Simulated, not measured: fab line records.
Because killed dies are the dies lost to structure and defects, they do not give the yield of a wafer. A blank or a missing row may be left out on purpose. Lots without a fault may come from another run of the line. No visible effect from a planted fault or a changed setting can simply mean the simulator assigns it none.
fab line records ; flow sky130
record lots=7; wafers=21; last-day=50
route steps=708 shown VIA1@467 PAD_OPEN@708
lots untouched by any fault: they come from a run of this same line in which no faults occurred
start-h: hours from the record's first day to the start of the lot's first wafer shown ; wait-h: hours since the lot's step before ; " identical to the entry in the row above ; L1.1+2: several wafers, shown together as one row ; - value missing, or start not given ; * or withheld: withheld ; < > ~ a bound
route shown NAME@n: a module of which the file shows steps, and the number in the route of the first ; usual: mean/standard deviation of fault-free wafers ; same: alike in all rows ; chamber/n: place in a boat ; sites: each site's reading ; _std_site: standard deviation across them ; _edge_site: inner sites' mean taken away from outer sites' mean ; radius-mm: for every site, how far away it sits from the centre of the wafer ; mask NAME#n: copy n ; behind: tool/chamber where the wafer was last shaped ; hold: what put the lot on hold/how long, in hours/how the hold closed ; device: which transistor (n, p or np) failed to switch ; end of line: the same wafers' tests at the end of the route ; step lacking rows: just its recipe ; killed: not the wafer's yield, but the dies lost to structure and defects at the first sort ; map: a wafer's dies, x killed, . not, _ none there
set.NAME: the setting as run; set.NAME@STEP: as run at that earlier step ; model.NAME: the simulator's own value behind a step, which no gauge read
lots seen at some steps along the route; tables by step, rows by wafer
services: the hour from which a tool's chamber was out of use, counted from the record's first day as start-h (under 0 if before that day), plus the number of hours and why
## steps
# step SKY_VIA1_EXPOSE_09
# recipe mask-id=VIM; na=0.8; source-shape=annular; sigma-inner=0.55; sigma-outer=0.85; target-cd-nm=150; dose-mj=38
# step SKY_VIA1_PEB_10
# recipe peb-temp-c=withheld; peb-time-s=withheld; resist=KrF-thick
# step SKY_VIA1_DEVELOP_11
# recipe develop-time-s=60; resist=KrF-thick; dev-temp-c=21
# step SKY_VIA1_CD_MEAS_12
# recipe target-cd-nm=150
# usual cd-nm=149.8/1.6
lot.wafer;tool;chamber;start-h;wait-h;cd-nm
L794.1;cd-sem-02;-;799.92;-;149.4
L794.4;cd-sem-02;-;799.92;-;148.4
L794.5;cd-sem-02;-;799.92;-;147.4
L795.1;cd-sem-01;-;806.27;-;151.2
L795.2;cd-sem-01;-;806.27;-;151.7
L795.6;cd-sem-01;-;806.27;-;151.4
L807.1;cd-sem-02;-;894.51;-;151.0
L807.3;cd-sem-02;-;894.51;-;153.0
L807.6;cd-sem-02;-;894.51;-;151.3
L808.1;cd-sem-01;-;903.52;-;149.1
L808.2;cd-sem-01;-;903.52;-;149.0
L808.3;cd-sem-01;-;903.52;-;150.7
L809.1;cd-sem-02;-;907.42;-;150.9
L809.4;cd-sem-02;-;907.42;-;151.1
L809.5;cd-sem-02;-;907.42;-;152.7
L814.3;cd-sem-02;-;944.66;-;150.0
L814.4;cd-sem-02;-;944.66;-;151.2
L814.5;cd-sem-02;-;944.66;-;149.6
L815.1;cd-sem-01;-;949.57;-;151.1
L815.4;cd-sem-01;-;949.57;-;150.5
L815.6;cd-sem-01;-;949.57;-;151.8
# step SKY_VIA1_OVL_MEAS_13
# usual VIA1_OVL=2/5.5
lot.wafer;tool;chamber;start-h;wait-h;VIA1_OVL[nm]
L794.1;overlay-01;-;800.04;0.1;-2
L794.4;overlay-01;-;800.04;0.1;6
L794.5;overlay-01;-;800.04;0.1;0
L795.1;overlay-02;-;806.39;0.1;7
L795.2;overlay-02;-;806.39;0.1;1
L795.6;overlay-02;-;806.39;0.1;0
L807.1;overlay-01;-;894.63;0.1;6
L807.3;overlay-01;-;894.63;0.1;4
L807.6;overlay-01;-;894.63;0.1;13
L808.1;overlay-02;-;903.64;0.1;4
L808.2;overlay-02;-;903.64;0.1;3
L808.3;overlay-02;-;903.64;0.1;5
L809.1;overlay-02;-;907.54;0.1;-4
L809.4;overlay-02;-;907.54;0.1;-3
L809.5;overlay-02;-;907.54;0.1;-3
L814.3;overlay-01;-;944.75;0.1;-8
L814.4;overlay-01;-;944.75;0.1;-4
L814.5;overlay-01;-;944.75;0.1;-10
L815.1;overlay-01;-;949.69;0.1;1
L815.4;overlay-01;-;949.69;0.1;7
L815.6;overlay-01;-;949.69;0.1;5
# step SKY_VIA1_ETCH_14
# recipe chemistry=N2/H2; target=BARC; ion-energy-ev=200; source-w=500; bias-w=100; pressure-mtorr=30; n2-flow-sccm=100; h2-flow-sccm=200; stop-on=SiO2; time-s=45.9; target-depth-a=600
# usual drypump-motor-current-A=5.9/0.39; oes-product-au=0.854/0.0049; throttle-valve-pct=13.226/0.0095
lot.wafer;tool;chamber;start-h;wait-h;drypump-motor-current-A;oes-product-au;rf-hours-counter-h;throttle-valve-pct
L794.1;rie-diel-04;2;800.08;0.0;5.4;0.854;5;13.234
L794.4;rie-diel-04;3;800.08;0.0;6.0;0.854;-;13.229
L794.5;rie-diel-04;2;800.08;0.0;5.4;0.855;-;13.219
L795.1;rie-diel-04;3;806.43;0.0;6.0;0.852;25;13.226
L795.2;rie-diel-04;0;806.43;0.0;6.4;0.853;12;13.221
L795.6;rie-diel-04;0;806.43;0.0;6.4;0.851;-;13.205
L807.1;rie-diel-04;1;894.67;0.0;6.6;0.849;2;13.235
L807.3;rie-diel-04;3;894.67;0.0;6.0;0.865;1;13.201
L807.6;rie-diel-04;2;894.67;0.0;5.4;0.852;-;13.226
L808.1;rie-diel-01;1;903.68;0.0;5.9;0.856;17;13.251
L808.2;rie-diel-01;2;903.68;0.0;5.7;0.851;6;13.215
L808.3;rie-diel-01;3;903.68;0.0;6.1;0.846;26;13.233
L809.1;rie-diel-01;1;907.58;0.0;5.9;0.856;17;13.221
L809.4;rie-diel-01;1;907.58;0.0;5.8;0.848;-;13.221
L809.5;rie-diel-01;2;907.58;0.0;5.7;0.865;-;13.235
L814.3;rie-diel-04;1;944.78;0.0;6.6;0.852;4;13.211
L814.4;rie-diel-04;2;944.78;0.0;5.5;0.853;9;13.229
L814.5;rie-diel-04;1;944.78;0.0;6.6;0.863;-;13.211
L815.1;rie-diel-01;1;949.73;0.0;5.8;0.853;18;13.223
L815.4;rie-diel-01;2;949.73;0.0;5.7;0.854;-;13.224
L815.6;rie-diel-01;0;949.73;0.0;5.7;0.857;-;13.237
# step SKY_VIA1_ETCH_15
# recipe target=SiO2; chemistry=C4F8/O2/Ar; target-depth-nm=351; stop-on=TiN; mask-material=KrF-thick; source-w=1500; bias-w=1200; pressure-mtorr=40; c4f8-flow-sccm=withheld; O2_flow_sccm=6; Ar_flow_sccm=300; time-s=54
# usual oes-product-au=0.981/0.0056
lot.wafer;tool;chamber;start-h;wait-h;oes-product-au;rf-hours-counter-h
L794.1;rie-diel-04;2;800.14;0.0;0.977;5
L794.4;rie-diel-04;3;800.14;0.0;0.984;-
L794.5;rie-diel-04;2;800.14;0.0;0.988;-
L795.1;rie-diel-04;3;806.47;0.0;0.980;25
L795.2;rie-diel-04;0;806.47;0.0;0.979;12
L795.6;rie-diel-04;0;806.47;0.0;0.974;-
L807.1;rie-diel-04;1;894.71;0.0;0.976;2
L807.3;rie-diel-04;3;894.71;0.0;0.971;1
L807.6;rie-diel-04;2;894.71;0.0;0.976;-
L808.1;rie-diel-01;1;903.72;0.0;0.989;17
L808.2;rie-diel-01;2;903.72;0.0;0.989;6
L808.3;rie-diel-01;3;903.72;0.0;0.998;26
L809.1;rie-diel-01;1;907.62;0.0;0.985;17
L809.4;rie-diel-01;1;907.62;0.0;0.982;-
L809.5;rie-diel-01;2;907.62;0.0;0.979;-
L814.3;rie-diel-04;1;944.82;0.0;0.987;4
L814.4;rie-diel-04;2;944.82;0.0;0.978;9
L814.5;rie-diel-04;1;944.82;0.0;0.988;-
L815.1;rie-diel-01;1;949.77;0.0;0.986;18
L815.4;rie-diel-01;2;949.77;0.0;0.981;-
L815.6;rie-diel-01;0;949.77;0.0;0.976;-
# step SKY_VIA1_STRIP_16
# recipe chemistry=O2/N2; power-w=1400; pressure-mtorr=1500; platen-temp-c=withheld; o2-flow-sccm=3000; n2-flow-sccm=300; overash-fraction=0.5
# usual drypump-motor-current-A=5.73/0.28; oes-product-au=0.415/0.0045; strip-time-to-endpoint-s=4.453/0.022
lot.wafer;tool;chamber;start-h;wait-h;drypump-motor-current-A;oes-product-au;rf-hours-counter-h;strip-time-to-endpoint-s
L794.1;plasma-asher-02;1;800.21;0.0;5.72;0.413;69;4.434
L794.4;plasma-asher-02;0;800.21;0.0;5.56;0.411;-;4.460
L794.5;plasma-asher-02;1;800.21;0.0;5.75;0.421;-;4.451
L795.1;plasma-asher-03;1;806.51;0.0;5.90;0.416;6;4.448
L795.2;plasma-asher-03;0;806.51;0.0;5.99;0.410;6;4.458
L795.6;plasma-asher-03;1;806.51;0.0;5.91;0.422;-;4.484
L807.1;plasma-asher-03;0;894.76;0.0;5.99;0.412;17;4.417
L807.3;plasma-asher-03;0;894.76;0.0;5.99;0.417;-;4.442
L807.6;plasma-asher-03;0;894.76;0.0;5.97;0.423;-;4.430
L808.1;plasma-asher-03;0;903.77;0.0;5.98;0.418;18;4.414
L808.2;plasma-asher-03;1;903.77;0.0;5.86;0.417;18;4.409
L808.3;plasma-asher-03;1;903.77;0.0;5.87;0.414;-;4.404
L809.1;plasma-asher-02;0;907.67;0.0;5.56;0.416;78;4.466
L809.4;plasma-asher-02;0;907.67;0.0;5.55;0.413;-;4.474
L809.5;plasma-asher-02;1;907.67;0.0;5.72;0.413;-;4.484
L814.3;plasma-asher-03;0;944.90;0.1;5.99;0.417;-;4.465
L814.4;plasma-asher-03;1;944.90;0.1;5.96;0.422;-;4.463
L814.5;plasma-asher-03;0;944.90;0.1;5.99;0.410;-;4.470
L815.1;plasma-asher-03;1;949.82;0.0;5.82;0.419;22;4.440
L815.4;plasma-asher-03;1;949.82;0.0;5.82;0.428;-;4.421
L815.6;plasma-asher-03;0;949.82;0.0;6.00;0.413;-;4.442
# step SKY_VIA1_STRIP_17
# recipe chemistry=post-etch-residue-remover; time-s=1200; temp-c=72.5
# step SKY_VIA1_CLEAN_18
# recipe chemistry=IPA; time-s=180; temp-c=25
# step SKY_VIA1_CLEAN_19
# recipe chemistry=O3/DIW; dry=n2-spin
# step SKY_VIA1_SPUTTER_20
# recipe material=TiN; target-thk-nm=20; chamber-pressure-pa=5; power-w=4000; time-s=80
# usual throttle-valve-pct=30.2/0.98
lot.wafer;tool;chamber;start-h;wait-h;throttle-valve-pct
L794.1;pvd-sputter-04;-;800.80;0.0;29.7
L794.4;pvd-sputter-04;-;800.80;0.0;29.5
L794.5;pvd-sputter-04;-;800.80;0.0;29.4
L795.1;pvd-sputter-01;-;807.11;0.0;31.0
L795.2;pvd-sputter-01;-;807.11;0.0;29.9
L795.6;pvd-sputter-01;-;807.11;0.0;31.2
L807.1;pvd-sputter-04;-;895.39;0.0;29.5
L807.3;pvd-sputter-04;-;895.39;0.0;30.2
L807.6;pvd-sputter-04;-;895.39;0.0;30.2
L808.1;pvd-sputter-03;-;904.36;0.0;31.8
L808.2;pvd-sputter-03;-;904.36;0.0;28.9
L808.3;pvd-sputter-03;-;904.36;0.0;30.3
L809.1;pvd-sputter-03;-;908.27;0.0;31.7
L809.4;pvd-sputter-03;-;908.27;0.0;28.9
L809.5;pvd-sputter-03;-;908.27;0.0;29.2
L814.3;pvd-sputter-01;-;945.46;0.0;29.8
L814.4;pvd-sputter-01;-;945.46;0.0;28.7
L814.5;pvd-sputter-01;-;945.46;0.0;29.0
L815.1;pvd-sputter-03;-;950.44;0.0;31.8
L815.4;pvd-sputter-03;-;950.44;0.0;32.3
L815.6;pvd-sputter-03;-;950.44;0.0;32.0
# step SKY_VIA1_CVD_21
# recipe material=W; target-thk-nm=270; time-s=80.902; temp-c=400; pressure-torr=40
# usual chamber-pressure-Torr=40.00/0.087; heater-power-w=891/83; susceptor-temp-C=400.02/0.21
lot.wafer;tool;chamber;start-h;wait-h;chamber-pressure-Torr;heater-power-w;susceptor-temp-C;model.W_of_VIA1_CVD_21.thk-nm
L794.1;cvd-w-01;1;800.86;0.0;40.06;1007;399.90;265.7
L794.4;cvd-w-01;1;800.86;0.0;39.98;1018;399.83;265.9
L794.5;cvd-w-01;1;800.86;0.0;40.07;1011;399.98;268.3
L795.1;cvd-w-02;1;807.17;0.0;40.08;886;400.13;270.2
L795.2;cvd-w-02;0;807.17;0.0;39.99;798;399.56;271.5
L795.6;cvd-w-02;1;807.17;0.0;39.96;870;400.26;270
L807.1;cvd-w-01;0;895.45;0.0;46.12;837;399.71;289.2
L807.3;cvd-w-01;0;895.45;0.0;46.12;826;400.12;287.3
L807.6;cvd-w-01;1;895.45;0.0;46.22;1052;399.70;285.7
L808.1;cvd-w-01;1;904.42;0.0;46.14;1015;399.59;280.9
L808.2;cvd-w-01;0;904.42;0.0;46.13;838;400.03;289.4
L808.3;cvd-w-01;1;904.42;0.0;46.16;994;400.10;286.2
L809.1;cvd-w-01;0;908.33;0.0;46.23;811;399.47;290.2
L809.4;cvd-w-01;0;908.33;0.0;46.27;833;399.61;291.7
L809.5;cvd-w-01;0;908.33;0.0;46.19;828;399.85;292.5
L814.3;cvd-w-02;0;945.55;0.1;39.94;840;400.11;271.3
L814.4;cvd-w-02;1;945.55;0.1;40.03;842;399.81;275.5
L814.5;cvd-w-02;1;945.55;0.1;39.98;875;399.86;273.3
L815.1;cvd-w-02;0;950.50;0.0;40.08;846;400.22;271.7
L815.4;cvd-w-02;0;950.50;0.0;40.02;870;400.37;271.6
L815.6;cvd-w-02;1;950.50;0.0;40.05;843;399.83;275.6
# step SKY_VIA1_RS_MEAS_22
# recipe thk-meas-gauge=four-point-probe; reads=W_of_VIA1_CVD_21+TiN_of_VIA1_SPUTTER_20
# usual VIA1_W_RS=0.429/0.0042
lot.wafer;tool;chamber;start-h;wait-h;VIA1_W_RS[ohm/sq]
L794.1;film-metro-02;-;800.95;0.1;0.433
L794.4;film-metro-02;-;800.95;0.1;0.432
L794.5;film-metro-02;-;800.95;0.1;0.429
L795.1;film-metro-02;-;807.26;0.1;0.425
L795.2;film-metro-02;-;807.26;0.1;0.423
L795.6;film-metro-02;-;807.26;0.1;0.426
L807.1;film-metro-03;-;895.54;0.1;0.400
L807.3;film-metro-03;-;895.54;0.1;0.402
L807.6;film-metro-03;-;895.54;0.1;0.404
L808.1;film-metro-02;-;904.51;0.1;0.408
L808.2;film-metro-02;-;904.51;0.1;0.396
L808.3;film-metro-02;-;904.51;0.1;0.401
L809.1;film-metro-01;-;908.42;0.1;0.397
L809.4;film-metro-01;-;908.42;0.1;0.394
L809.5;film-metro-01;-;908.42;0.1;0.393
L814.3;film-metro-01;-;945.65;0.1;0.425
L814.4;film-metro-01;-;945.65;0.1;0.418
L814.5;film-metro-01;-;945.65;0.1;0.421
L815.1;film-metro-01;-;950.59;0.1;0.424
L815.4;film-metro-01;-;950.59;0.1;0.425
L815.6;film-metro-01;-;950.59;0.1;0.417
# step SKY_VIA1_THK_MEAS_23
# recipe thk-meas-gauge=xrf; reads=W_of_VIA1_CVD_21
# usual VIA1_W_THK=260/4.1
lot.wafer;tool;chamber;start-h;wait-h;VIA1_W_THK[nm]
L794.1;film-metro-02;-;801.07;0.1;256
L794.4;film-metro-02;-;801.07;0.1;255
L794.5;film-metro-02;-;801.07;0.1;257
L795.1;film-metro-02;-;807.38;0.1;259
L795.2;film-metro-02;-;807.38;0.1;262
L795.6;film-metro-02;-;807.38;0.1;260
L807.1;film-metro-03;-;895.66;0.1;280
L807.3;film-metro-03;-;895.66;0.1;276
L807.6;film-metro-03;-;895.66;0.1;275
L808.1;film-metro-02;-;904.63;0.1;269
L808.2;film-metro-02;-;904.63;0.1;277
L808.3;film-metro-02;-;904.63;0.1;274
L809.1;film-metro-01;-;908.54;0.1;285
L809.4;film-metro-01;-;908.54;0.1;285
L809.5;film-metro-01;-;908.54;0.1;287
L814.3;film-metro-01;-;945.75;0.1;267
L814.4;film-metro-01;-;945.75;0.1;271
L814.5;film-metro-01;-;945.75;0.1;268
L815.1;film-metro-01;-;950.71;0.1;266
L815.4;film-metro-01;-;950.71;0.1;266
L815.6;film-metro-01;-;950.71;0.1;272
# step SKY_VIA1_CMP_24
# recipe stop-on=SiO2; t-overpolish-s=15; down-force-psi=3.5; platen-rpm=60; target-thk-nm=0; pad-velocity-m-s=0.94248
# usual motor-current-A=11.2/1.1; slurry-filter-dp-kPa=13.49/0.14
lot.wafer;tool;chamber;start-h;wait-h;motor-current-A;slurry-filter-dp-kPa
L794.1;cmp-02;0;801.18;0.1;11.9;13.70
L794.4;cmp-02;1;801.18;0.1;13.9;13.54
L794.5;cmp-02;3;801.18;0.1;11.2;13.37
L795.1;cmp-01;3;807.44;0.1;11.9;13.54
L795.2;cmp-01;1;807.44;0.1;11.0;13.55
L795.6;cmp-01;0;807.44;0.1;10.9;13.74
L807.1;cmp-02;2;895.77;0.1;10.7;13.54
L807.3;cmp-02;0;895.77;0.1;12.9;13.73
L807.6;cmp-02;2;895.77;0.1;11.4;13.46
L808.3;cmp-01;2;904.74;0.1;9.7;13.51
L808.2;cmp-01;3;904.74;0.1;12.0;13.29
L808.1;cmp-01;0;904.74;0.1;11.0;13.49
L809.1;cmp-02;1;908.70;0.1;13.7;13.67
L809.4;cmp-02;2;908.70;0.1;11.2;13.52
L809.5;cmp-02;0;908.70;0.1;13.0;13.66
L814.3;cmp-01;1;945.79;0.0;11.1;13.39
L814.4;cmp-01;3;945.79;0.0;11.8;13.58
L814.5;cmp-01;1;945.79;0.0;11.6;13.33
L815.1;cmp-01;3;950.77;0.1;11.7;13.35
L815.4;cmp-01;1;950.77;0.1;11.0;13.36
L815.6;cmp-01;3;950.77;0.1;11.7;13.49
# step SKY_PAD_OPEN_PROBE_99
# usual defect-limited-yield=82.4/2; killed_at_M0_to_M3=44/6.8; killed_at_M4_up=3.4/2; killed-at-contacts=24/5.2; killed-at-front-end=15/5.2; killed-at-other=0.2/0.46; killed-dies=87/9.8; killed-open=47/7.5; killed-short=39/6.8; sort_bin_3_pad_short=0.8/0.37; sort_bin_5_function=10.5/1.5; sort_bin_6_memory=6.3/1.2; sort-n-pass=405/9.8; sort-yield-pct=82.4/2
# same gross-dies=492; killed-at-back-side=0; sort_bin_4_leakage[%]=0; sort_bin_8_speed[%]=0
lot.wafer;tool;chamber;start-h;wait-h;defect-limited-yield[%];killed_at_M0_to_M3;killed_at_M4_up;killed-at-contacts;killed-at-front-end;killed-at-other;killed-dies;killed-open;killed-short;sort_bin_3_pad_short[%];sort_bin_5_function[%];sort_bin_6_memory[%];sort-n-pass;sort-yield-pct[%]
L795.1;prober-01;-;1087.90;0.1;80.5;41;12;28;15;0;96;37;59;0.8;12.0;6.7;396;80.5
L795.2;prober-01;-;1087.95;0.1;81.9;43;3;26;17;0;89;51;38;1.2;13.2;3.7;403;81.9
L795.6;prober-01;-;1088.15;0.2;80.9;45;3;23;23;0;94;54;40;0.8;11.6;6.7;398;80.9
L807.1;prober-01;-;1150.53;0.1;82.3;36;5;32;14;0;87;51;36;0.6;10.6;6.5;405;82.3
L807.3;prober-01;-;1150.63;0.2;83.7;42;2;24;12;0;80;44;36;0.6;11.2;4.5;412;83.7
L807.6;prober-01;-;1150.78;0.2;81.5;52;2;24;13;0;91;40;51;1.0;10.8;6.7;401;81.5
L815.1;prober-01;-;1191.23;0.1;82.3;50;2;18;17;0;87;36;51;0.6;12.4;4.7;405;82.3
L815.4;prober-01;-;1191.38;0.2;84.3;39;7;21;10;0;77;38;39;0;10.0;5.7;415;84.3
L815.6;prober-01;-;1191.48;0.2;82.9;38;3;29;14;0;84;50;34;0.4;11.2;5.5;408;82.9
# killed by level:class
L795.1 LI_CONTACT:geometric-particle:open=8 FIELD_ISO:geometric-particle:short=7 METAL2:geometric-particle:short=7 METAL1:geometric-particle:short=7 METAL4:geometric-particle:short=7 CONTACT:geometric-particle:open=6 CONTACT:geometric-particle:short=5 VIA1:geometric-particle:open=5
L795.2 CONTACT:geometric-particle:open=12 VIA1:geometric-particle:open=12 FIELD_ISO:geometric-particle:short=6 LI_CONTACT:geometric-particle:open=6 POLY_GATE:geometric-particle:open=5 CONTACT:geometric-particle:short=5 VIA1:geometric-particle:short=5 METAL2:geometric-particle:short=5
L795.6 VIA1:geometric-particle:open=12 CONTACT:geometric-particle:open=10 FIELD_ISO:geometric-particle:open=8 METAL2:geometric-particle:short=6 METAL3:geometric-particle:short=6 FIELD_ISO:geometric-particle:short=5 LOCAL_INTERCONNECT:geometric-particle:short=5 POLY_GATE:geometric-particle:open=4
L807.1 CONTACT:geometric-particle:open=19 METAL1:geometric-particle:short=9 VIA2:geometric-particle:open=9 CONTACT:geometric-particle:short=7 FIELD_ISO:geometric-particle:open=5 VIA1:geometric-particle:open=5 FIELD_ISO:geometric-particle:short=4 METAL4:geometric-particle:short=4
L807.3 VIA1:geometric-particle:open=9 LI_CONTACT:geometric-particle:open=8 VIA2:geometric-particle:open=7 CONTACT:geometric-particle:open=7 CONTACT:geometric-particle:short=5 METAL2:geometric-particle:short=5 POLY_GATE:geometric-particle:short=4 METAL1:geometric-particle:short=4
L807.6 VIA1:geometric-particle:open=11 VIA1:geometric-particle:short=9 CONTACT:geometric-particle:open=7 LI_CONTACT:geometric-particle:open=6 CONTACT:geometric-particle:short=6 METAL1:geometric-particle:short=6 METAL2:geometric-particle:short=6 VIA3:geometric-particle:short=5
L815.1 VIA1:geometric-particle:open=12 METAL2:geometric-particle:short=9 LOCAL_INTERCONNECT:geometric-particle:short=6 CONTACT:geometric-particle:short=6 METAL1:geometric-particle:short=6 POLY_GATE:geometric-particle:short=5 VIA1:geometric-particle:short=5 FIELD_ISO:geometric-particle:open=4
L815.4 VIA1:geometric-particle:open=11 VIA3:geometric-particle:open=7 CONTACT:geometric-particle:short=5 CONTACT:geometric-particle:open=5 VIA1:geometric-particle:short=5 METAL2:geometric-particle:short=5 METAL4:geometric-particle:short=4 POLY_GATE:geometric-particle:short=3
L815.6 VIA1:geometric-particle:open=11 VIA2:geometric-particle:open=8 VIA1:geometric-particle:short=6 LI_CONTACT:geometric-particle:open=6 CONTACT:geometric-particle:short=6 CONTACT:geometric-particle:open=6 VIA3:geometric-particle:open=6 LI_CONTACT:geometric-particle:short=5
## services
tool;chamber;start-h;hours;kind
rie-diel-01;1;786.84;7.9;repair
rie-diel-04;0;790.97;11.7;repair
rie-diel-01;3;793.81;3.2;repair
pvd-sputter-01;-;804.35;1.4;repair
rie-diel-01;0;805.08;18.7;repair
cmp-01;-;814.57;5.7;pm
rie-diel-01;3;821.12;6.5;repair
pvd-sputter-01;-;822.77;1.2;repair
rie-diel-04;-;835.99;1.1;repair
cmp-02;-;841.29;1.9;repair
cmp-02;-;855.28;5.1;pm
rie-diel-01;-;869.78;0.6;repair
cmp-02;-;885.91;0.3;repair
rie-diel-01;3;887.74;4.2;repair
cvd-w-02;-;904.00;14.0;pm
rie-diel-04;3;904.88;4.0;repair
cmp-01;-;911.56;3.7;repair
cmp-02;-;912.10;0.3;repair
cmp-01;-;915.25;4.0;pm
cvd-w-02;-;918.00;2.8;pm
cmp-02;-;929.83;0.4;repair
plasma-asher-03;-;937.74;2.8;pm
rie-diel-01;3;938.13;12.2;repair
pvd-sputter-03;-;938.87;11.2;repair
## key
first-sign step=SKY_VIA1_CVD_21; reading=chamber-pressure-Torr; direction=up; sigmas=71; usual=40.00; struck=46.18
effect step=SKY_VIA1_RS_MEAS_22; reading=VIA1_W_RS; direction=down; sigmas=7.1; usual=0.429; struck=0.400
effect step=SKY_VIA1_THK_MEAS_23; reading=VIA1_W_THK; direction=up; sigmas=4.5; usual=260; struck=279
model-effect step=SKY_VIA1_CVD_21; value=W_of_VIA1_CVD_21.thk-nm; without=268.1; struck=288.1
met-at SKY_VIA1_CVD_21
struck-wafers L807.1,L807.3,L807.6,L808.1,L808.2,L808.3,L809.1,L809.4,L809.5
onset-between 800.86 895.45
fault kind=process-parameter-drift; tool=cvd-w-01; chamber=-; onset-h=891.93; steps=SKY_VIA1_CVD_21; channel=pressure-torr; offset=6.1586; shape=step; end-h=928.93; acts-in=these-recipes-only; stated=40
